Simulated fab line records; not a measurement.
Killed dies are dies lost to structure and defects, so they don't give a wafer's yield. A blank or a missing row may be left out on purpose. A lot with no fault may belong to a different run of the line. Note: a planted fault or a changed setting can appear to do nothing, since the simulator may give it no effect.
Which tool was responsible? :: flow sky130 :: Sampling: 7 lots, 21 wafers, 3 of 708 route steps

WHAT THE GAUGES READ, wafer by wafer
SKY_RES_XHIGH_TW_MEAS_09.
lot: L809
measured: day 29 03:20
on: film_metro-04
RES_XHIGH_TW: 1629 1646 1632

lot: L811
measured: day 29 16:59
on: film_metro-03
RES_XHIGH_TW: 1647 1642 1643

lot: L813
measured: day 30 09:11
on: film_metro-03
RES_XHIGH_TW: 30 30 30

lot: L818
measured: day 31 20:04
on: film_metro-01
RES_XHIGH_TW: 1644 1642 1636

lot: L820
measured: day 32 13:02
on: film_metro-04
RES_XHIGH_TW: 1621 1622 1630

lot: L822
measured: day 33 05:17
on: film_metro-03
RES_XHIGH_TW: 1656 1658 1656

lot: L826
measured: day 34 05:52
on: film_metro-03
RES_XHIGH_TW: 1654 1648 1657

WHICH TOOL RAN EACH LOT (tool, then ch and the chambers of the sampled wafers, then the start)
lot: L809
SKY_SD_P_STRIP_10: plasma_asher-03 ch 0,1, day 27 23:13
SKY_RES_XHIGH_STRIP_08: plasma_asher-04 ch 0,1, day 29 03:15

lot: L811
SKY_SD_P_STRIP_10: plasma_asher-02 ch 0, day 28 12:31
SKY_RES_XHIGH_STRIP_08: plasma_asher-03 ch 0, day 29 16:53

lot: L813
SKY_SD_P_STRIP_10: plasma_asher-04 ch 0,1, day 29 05:14
SKY_RES_XHIGH_STRIP_08: plasma_asher-03 ch 0,1, day 30 09:04

lot: L818
SKY_SD_P_STRIP_10: plasma_asher-02 ch 0,1, day 30 16:46
SKY_RES_XHIGH_STRIP_08: plasma_asher-04 ch 0,1, day 31 19:58

lot: L820
SKY_SD_P_STRIP_10: plasma_asher-04 ch 0,1, day 31 09:37
SKY_RES_XHIGH_STRIP_08: plasma_asher-04 ch 0,1, day 32 12:57

lot: L822
SKY_SD_P_STRIP_10: plasma_asher-04 ch 0,1, day 32 02:41
SKY_RES_XHIGH_STRIP_08: plasma_asher-04 ch 0,1, day 33 05:10

lot: L826
SKY_SD_P_STRIP_10: plasma_asher-02 ch 0,1, day 33 03:04
SKY_RES_XHIGH_STRIP_08: plasma_asher-03 ch 0,1, day 34 05:46
- SKY_SD_P_STRIP_10: strips in O2/N2.
- SKY_RES_XHIGH_STRIP_08: strips in O2/N2.

THE ANSWER, worked out from the rows above alone
Rule: the usual values come from the lots themselves. Put in order of their means at a reading, lots are off if they are a third of the lots or fewer, leave a main group of 4 or more, and stand apart from it by a gap of 3 or more times the standard deviation of the main group's means; of several such gaps the widest counts. A main group is skipped when, at the precision printed for the reading in the tables above, its means are all equal. A lot without any number at a reading at which 4 lots or more have one is off too. Any other lot the step has rows for is counted as sound.
Off: L813, at SKY_RES_XHIGH_TW_MEAS_09 (RES_XHIGH_TW). The main group: mean 1642, standard deviation 11.
A tool fits if, at a process step before that reading, it ran every lot that is off, and no sound lot after the first of them. Those tools and the gauges at SKY_RES_XHIGH_TW_MEAS_09 are tried in the same way. None of those tried fits.

WHAT THE SIMULATOR HAD PUT IN
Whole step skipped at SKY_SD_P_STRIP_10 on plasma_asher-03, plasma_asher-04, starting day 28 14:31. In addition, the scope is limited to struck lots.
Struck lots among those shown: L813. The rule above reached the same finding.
